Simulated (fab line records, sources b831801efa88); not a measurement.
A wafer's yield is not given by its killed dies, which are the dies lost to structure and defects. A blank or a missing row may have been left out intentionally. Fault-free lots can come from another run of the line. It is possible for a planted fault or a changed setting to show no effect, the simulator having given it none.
fab line records | flow sky130
record: lots: 6 wafers: 18 lastDay: 50
route steps=708 shown LDD_P@264 LDD_HVN@267 PAD_OPEN@708
lots that met no fault: from a run of the same line without faults
startH: hours from the record's first day to the start of the lot's first wafer shown | waitH: hours since the lot's step before | " repeats the value in the row above | L1.1+2: a row that stands for several wafers | - either no value or no given start | * or withheld: withheld | < > ~ a bound
route shown NAME@n: NAME is a module with steps in the file, n the number in the route of the first one | usual: mean/standard deviation taken from wafers without a fault | same: alike in all rows | chamber/n: place in a boat | sites: per-site readings | _std_site: standard deviation of those values | _edge_site: mean of outer sites minus mean of inner sites | radiusMm: how far each site lies from the wafer's centre | mask NAME#n: copy n | behind: the last tool/chamber to shape the wafer | hold: why the lot was held/for how many hours/how that ended | device: names the non-switching transistor (n, p or np) | end of line: the same wafers' tests at the end of the route | a step without rows: its recipe alone | killed: the dies lost at the first sort to structure and to defects; this is not the yield of the wafer | map: shows each die of a wafer: x if killed, . if not, _ if none is there
set.NAME: the setting the step ran with; set.NAME@STEP: the setting that earlier step ran with | model.NAME: the simulator's own value behind a step, which no gauge read
a table for each step, a row for each wafer; lots at some steps of the route
services: a tool's chamber out of use, with start hour (startH, from the record's first day; less than 0 if before it), hours out, and reason
== steps ==
step: SKY_LDD_P_IMPLANT_09
recipe: species: BF2 energyKev: 25 doseCm2: 1e+13 tiltDeg: withheld
step: SKY_LDD_P_STRIP_10
recipe: chemistry: O2/N2 powerW: 1400 pressureMtorr: 1500 platenTempC: withheld o2FlowSccm: 3000 n2FlowSccm: 300 overashFraction: 0.5
usual: drypumpMotorCurrentA: 5.7/0.41 n2FlowSccm: 299.9/0.84 oesProductAu: 0.716/0.0048 stripTimeToEndpointS: 14.19/0.041
columns lot.wafer tool chamber startH waitH drypumpMotorCurrentA n2FlowSccm oesProductAu rfHoursCounterH stripTimeToEndpointS
L369.1 plasmaAsher-04 0 432.45 0.1 6.2 300.0 0.716 60 14.19
L369.3 " 1 " " 6.1 298.9 0.715 - 14.20
L369.5 " 0 " " 6.2 301.2 0.715 - 14.18
L380.1 plasmaAsher-01 1 534.53 0.1 5.9 299.6 0.720 10 14.16
L380.5 " 0 " " 5.0 299.1 0.709 - 14.17
L380.6 " 1 " " 5.9 300.4 0.718 - 14.17
L381.4 plasmaAsher-04 1 538.88 0.1 6.1 299.0 0.719 - 14.21
L381.5 " 1 " " 6.1 298.7 0.714 - 14.19
L381.6 " 0 " " 6.2 299.5 0.703 - 14.17
L384.2 plasmaAsher-04 1 567.50 0.1 6.1 300.4 0.712 73 14.11
L384.3 " 1 " " 6.1 300.3 0.724 - 14.12
L384.6 " 0 " " 6.2 300.7 0.720 - 14.12
L386.3 plasmaAsher-03 1 583.21 0.1 5.6 299.3 0.720 - 14.16
L386.4 " 0 " " 5.5 300.7 0.719 - 14.20
L386.5 " 1 " " 5.6 298.9 0.710 - 14.20
L392.1 plasmaAsher-03 1 634.90 0.1 5.6 300.3 0.712 52 14.17
L392.3 " 1 " " 5.6 300.9 0.720 - 14.15
L392.4 " 0 " " 5.6 300.5 0.714 - 14.20
step: SKY_LDD_P_TW_MEAS_11
usual: LDD_P_TW: 637/6.9
columns lot.wafer tool chamber startH waitH LDD_P_TW
L369.1 filmMetro-04 - 432.55 0.1 633
L369.3 " - " " 634
L369.5 " - " " 637
L380.1 filmMetro-02 - 534.63 0.1 648
L380.5 " - " " 646
L380.6 " - " " 648
L381.4 filmMetro-02 - 538.98 0.1 643
L381.5 " - " " 648
L381.6 " - " " 649
L384.2 filmMetro-04 - 567.61 0.1 638
L384.3 " - " " 635
L384.6 " - " " 634
L386.3 filmMetro-01 - 583.30 0.1 625
L386.4 " - " " 629
L386.5 " - " " 626
L392.1 filmMetro-01 - 635.00 0.1 622
L392.3 " - " " 623
L392.4 " - " " 622
step: SKY_LDD_HVN_DEHYDRATE_00
recipe: tempC: 200 timeS: 60
step: SKY_LDD_HVN_HMDS_01
recipe: primeTimeS: 60 primeTempC: 120
step: SKY_LDD_HVN_COAT_02
recipe: resist: NOVOLAK spinRpm: 3000 resistThkNm: 300
step: SKY_LDD_HVN_SOFTBAKE_03
recipe: tempC: 90 timeS: 60 resist: NOVOLAK
step: SKY_LDD_HVN_EXPOSE_04
recipe: maskId: HVNTM na: 0.6 sourceShape: conventional sigmaOuter: 0.6 polarization: unpolarized targetCdNm: 700 doseMj: 127
step: SKY_LDD_HVN_PEB_05
recipe: tempC: withheld timeS: * resist: NOVOLAK
step: SKY_LDD_HVN_DEVELOP_06
recipe: resist: NOVOLAK developer: TMAH developTimeS: 60 devTempC: 23
step: SKY_LDD_HVN_OVL_MEAS_07
usual: LDD_HVN_OVL: 0.0/1.4
columns lot.wafer tool chamber startH waitH LDD_HVN_OVL[nm]
L369.1 overlay-01 - 463.07 0.1 -1.6
L369.3 " - " " -0.6
L369.5 " - " " 0.4
L380.1 overlay-01 - 564.44 0.1 -1.2
L380.5 " - " " -3.7
L380.6 " - " " -2.5
L381.4 overlay-01 - 568.76 0.1 1.5
L381.5 " - " " 0.7
L381.6 " - " " 1.9
L384.2 overlay-02 - 596.84 0.1 -1.9
L384.3 " - " " -2.6
L384.6 " - " " -1.7
L386.3 overlay-02 - 612.50 0.1 1.8
L386.4 " - " " 0.5
L386.5 " - " " 1.0
L392.1 overlay-01 - 663.84 0.1 0.3
L392.3 " - " " 1.6
L392.4 " - " " 2.3
step: SKY_LDD_HVN_IMPLANT_08
recipe: species: P energyKev: 60 doseCm2: 3e+13 tiltDeg: 40
step: SKY_LDD_HVN_STRIP_09
recipe: chemistry: O2/N2 powerW: 1400 pressureMtorr: 1500 platenTempC: withheld o2FlowSccm: 3000 n2FlowSccm: 300 overashFraction: 0.5
usual: drypumpMotorCurrentA: 5.6/0.34 n2FlowSccm: 300.0/0.91 oesProductAu: 0.409/0.0048 stripTimeToEndpointS: 4.133/0.016
columns lot.wafer tool chamber startH waitH drypumpMotorCurrentA n2FlowSccm oesProductAu rfHoursCounterH stripTimeToEndpointS
L369.1 plasmaAsher-02 0 463.26 0.1 6.1 298.7 0.403 81 4.121
L369.3 " 1 " " 5.7 301.5 0.408 - 4.119
L369.5 " 0 " " 6.1 300.8 0.410 - 4.132
L380.1 plasmaAsher-03 0 564.71 0.1 5.5 239.5 0.421 46 4.161
L380.5 " 1 " " 5.6 298.6 0.410 - 4.112
L380.6 " 0 " " 5.5 240.3 0.401 - 4.156
L381.4 plasmaAsher-03 1 568.96 0.1 5.6 299.7 0.407 - 4.127
L381.5 " 0 " " 5.5 239.5 0.415 - 4.141
L381.6 " 1 " " 5.6 299.9 0.410 - 4.131
L384.2 plasmaAsher-02 1 597.02 0.1 5.7 300.8 0.402 95 4.136
L384.3 " 1 " " 5.7 301.1 0.407 - 4.140
L384.6 " 0 " " 6.1 300.2 0.408 - 4.127
L386.3 plasmaAsher-01 0 612.71 0.1 5.1 300.0 0.410 - 4.120
L386.4 " 1 " " 5.9 298.8 0.415 - 4.134
L386.5 " 1 " " 5.9 301.1 0.407 - 4.113
L392.1 plasmaAsher-03 0 664.02 0.1 5.5 299.1 0.416 55 4.121
L392.3 " 1 " " 5.6 299.6 0.406 - 4.139
L392.4 " 0 " " 5.5 299.0 0.406 - 4.128
step: SKY_LDD_HVN_TW_MEAS_10
usual: LDD_HVN_TW: 1449/10
columns lot.wafer tool chamber startH waitH LDD_HVN_TW
L369.1 filmMetro-04 - 463.36 0.1 1445
L369.3 " - " " 1452
L369.5 " - " " 1440
L380.1 filmMetro-02 - 564.81 0.1 1449
L380.5 " - " " 1459
L380.6 " - " " 1444
L381.4 filmMetro-02 - 569.06 0.1 1451
L381.5 " - " " 1457
L381.6 " - " " 1456
L384.2 filmMetro-04 - 597.13 0.1 1443
L384.3 " - " " 1442
L384.6 " - " " 1447
L386.3 filmMetro-02 - 612.79 0.1 1454
L386.4 " - " " 1459
L386.5 " - " " 1453
L392.1 filmMetro-02 - 664.12 0.1 1453
L392.3 " - " " 1453
L392.4 " - " " 1464
step: SKY_PAD_OPEN_PROBE_99
usual: killed_at_M0_to_M3: 44/7.2 killed_at_M4_up: 3.5/1.8 killedAtContacts: 25/5.1 killedAtFrontEnd: 14/4.4 killedAtOther: 0.4/0.58 killedDies: 87/9.1 killedOpen: 48/6.9 killedShort: 38/6.3
same: grossDies: 492 killedAtBackSide: 0
columns lot.wafer tool chamber startH waitH killed_at_M0_to_M3 killed_at_M4_up killedAtContacts killedAtFrontEnd killedAtOther killedDies killedOpen killedShort
L369.1 prober-02 - 1077.20 0.1 40 5 24 14 0 83 56 27
L369.3 prober-02 - 1077.30 0.2 59 1 32 11 1 104 58 46
L369.5 prober-02 - 1077.40 0.2 33 1 23 4 0 61 34 27
killed by level:class
L369.1 VIA1:geometricParticle:open=11 LI_CONTACT:geometricParticle:open=10 VIA3:geometricParticle:open=10 CONTACT:geometricParticle:open=8 VIA2:geometricParticle:open=8 VIA1:geometricParticle:short=4 FIELD_ISO:geometricParticle:short=3 POLY_GATE:geometricParticle:short=3
L369.3 VIA1:geometricParticle:open=14 CONTACT:geometricParticle:open=13 LI_CONTACT:geometricParticle:open=10 METAL2:geometricParticle:short=7 VIA2:geometricParticle:open=6 CONTACT:geometricParticle:short=6 VIA1:geometricParticle:short=6 VIA3:geometricParticle:open=6
L369.5 VIA1:geometricParticle:open=8 LI_CONTACT:geometricParticle:open=7 VIA3:geometricParticle:open=7 LOCAL_INTERCONNECT:geometricParticle:short=6 METAL1:geometricParticle:short=5 LI_CONTACT:geometricParticle:short=3 LOCAL_INTERCONNECT:geometricParticle:open=3 CONTACT:geometricParticle:short=3
== services ==
columns tool chamber startH hours kind
plasmaAsher-02 - 415.73 0.4 repair
plasmaAsher-01 - 421.25 9.0 pm
plasmaAsher-01 0 421.25 9.0 ventCycle
plasmaAsher-01 1 421.25 9.0 ventCycle
plasmaAsher-01 0 430.25 - clean
plasmaAsher-01 1 430.25 - clean
plasmaAsher-04 - 446.33 1.2 repair
plasmaAsher-01 - 473.14 2.8 pm
plasmaAsher-04 - 491.16 0.8 repair
plasmaAsher-04 - 524.79 1.2 repair
plasmaAsher-04 - 568.65 16.2 repair
plasmaAsher-03 - 582.19 0.8 repair
plasmaAsher-03 - 604.02 9.8 repair
plasmaAsher-01 - 639.18 3.4 repair
plasmaAsher-02 - 653.38 2.1 repair
plasmaAsher-03 - 654.99 2.8 pm
== key ==
firstSign: step: SKY_LDD_HVN_STRIP_09 reading: n2FlowSccm direction: down sigmas: 66 usual: 300.0 struck: 239.7
effect none on later readings
metAt SKY_LDD_HVN_STRIP_09
struckWafers L380.1,L380.6,L381.5
testerLeftOut L380,L381
fault: kind: processParameterDrift tool: plasmaAsher-03 chamber: 0 onsetH: 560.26 steps: SKY_LDD_HVN_STRIP_09 channel: n2FlowSccm offset: -60 shape: step endH: 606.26 actsIn: theseRecipesOnly stated: 300
testerLeftOut: of these lots the tester's yield and bins aren't shown, on N5 and GAA mostly nor the transistor test; their killed dies are dies lost to structure and defects alone, not to doping, threshold or leakage, so they don't give the yield
